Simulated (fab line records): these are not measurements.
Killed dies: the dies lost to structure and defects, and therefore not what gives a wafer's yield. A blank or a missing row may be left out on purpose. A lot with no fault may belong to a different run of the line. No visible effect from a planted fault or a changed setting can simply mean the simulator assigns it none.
A struck lot beside a sound one | flow sky130 | 14 out of 708 route steps
Sound: wafers L610.2, L610.3, L610.6. Wafers L599.1, L599.2, L599.3 were the ones struck. Last of all comes the cause.
Per side, at each step with rows, come the tool, then ch with its chambers, and then its first start. Under that, the readings that differ: sound wafers | struck wafers | difference of the means | sigmas: that difference in standard deviations of wafers without a fault.
alike: words and numbers the same on both sides, and readings whose means are apart by under 2 such deviations; not compared: readings that were withheld, readings missing a value for some wafer, numbers with overlapping values and no deviation given by the record, and bounds like >300 which may hide the same value.
A row with sigmas, a row that says differs or no value, or rows on one side alone: a step with any of these is where the two part. When numbers do not overlap yet have no deviation, they are printed without sigmas and do not part them. A reading that every wafer of one side lacks parts them only if that side has two wafers or more.

SKY_VIA2_CD_MEAS_12 targets a cd of 200 nm.
  struck on cdSem-01, day 38 16:11; sound on cdSem-02, day 41 19:59
  alike: cdNm
SKY_VIA2_OVL_MEAS_13:
  struck on overlay-02, day 38 16:18; sound on overlay-02, day 41 20:06
  alike: VIA2_OVL
SKY_VIA2_ETCH_14: etches BARC in N2/H2, stops on SiO2, time 45.9 s, target depth 60 nm.
  sound on rieDiel-02 ch 0,1,2, day 41 20:08; struck on rieDiel-02 ch 0,2,3, day 38 16:20
  alike: drypumpMotorCurrentA, oesProductAu, throttleValvePct
  not compared: rfHoursCounterH
SKY_VIA2_ETCH_15: etches SiO2 in C4F8/O2/Ar, stops on TiN, target depth 546 nm, time 84 s.
  sound on rieDiel-02 ch 0,1,2, day 41 20:10; struck on rieDiel-02 ch 0,2,3, day 38 16:22
  alike: oesProductAu
  not compared: rfHoursCounterH
SKY_VIA2_STRIP_16: strips in O2/N2.
  sound on plasmaAsher-03 ch 0,1, day 41 20:14; struck on plasmaAsher-03 ch 0,1, day 38 16:26
  alike: drypumpMotorCurrentA, oesProductAu, stripTimeToEndpointS
  not compared: rfHoursCounterH
then, 3 steps without rows for these wafers: SKY_VIA2_STRIP_17 (strips in post etch residue remover, time 1200 s); SKY_VIA2_CLEAN_18 (cleans in IPA, time 180 s); SKY_VIA2_CLEAN_19 (cleans in O3/DIW).
SKY_VIA2_SPUTTER_20: material TiN, target thk 20 nm, time 80 s.
  struck on pvdSputter-01, day 38 17:02; sound on pvdSputter-03, day 41 20:49
  alike: throttleValvePct
SKY_VIA2_CVD_21: deposits W, target thk 420 nm, time 126.4 s.
  sound on cvdW-01 ch 0,1, day 41 20:53; struck on cvdW-02 ch 0,1, day 38 17:05
  alike: chamberPressureTorr, heaterPowerOuterW, heaterPowerW
SKY_VIA2_RS_MEAS_22: the measuring method here is four-point-probe.
  struck on filmMetro-01, day 38 17:13; sound on filmMetro-04, day 41 21:02
  alike: VIA2_W_RS
SKY_VIA2_THK_MEAS_23: measures by xrf.
  struck on filmMetro-01, day 38 17:20; sound on filmMetro-04, day 41 21:09
  alike: VIA2_W_THK
SKY_VIA2_CMP_24: polishes, stops on SiO2, t overpolish 20 s, target thk 0 nm.
  sound on cmp-01 ch 1,3, day 41 21:15; struck on cmp-02 ch 0,1,2, day 38 17:24
  no value came back on the struck wafers for any of 5 readings (edgeZonePressureFrac, headPressurePsi (psi) and others); on the sound wafers edgeZonePressureFrac reads 1.001 0.994 1.003
reading                                 | sound             | struck            | difference | sigmas
model.W_of_VIA2_CVD_21.thkNm (nm)       | 0 0 0             | 403.9 401.4 399.6 | +401.6     | 
model.SiO2_of_VIA2_HDPCVD_00.thkNm (nm) | 492.6 490.5 490.9 | 494.6 497.9 495.3 | +4.6       | 
-- the record jumps here: 9 days lie between the struck wafers' starts before and after (it left off in module VIA2 and takes up again in module PAD_OPEN, whose first step shown is number 708 of the route) --
SKY_PAD_OPEN_PROBE_99:
  the record has rows for the struck wafers here (prober-02, day 47 15:27) and none for the sound ones

== WHERE THEY PART ==
Earliest at SKY_VIA2_CMP_24; latest, in this record, at SKY_PAD_OPEN_PROBE_99.

WHY: the cause the simulator had injected
At SKY_VIA2_CMP_24, the step was skipped entirely on cmp-02 from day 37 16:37 on. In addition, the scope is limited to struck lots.
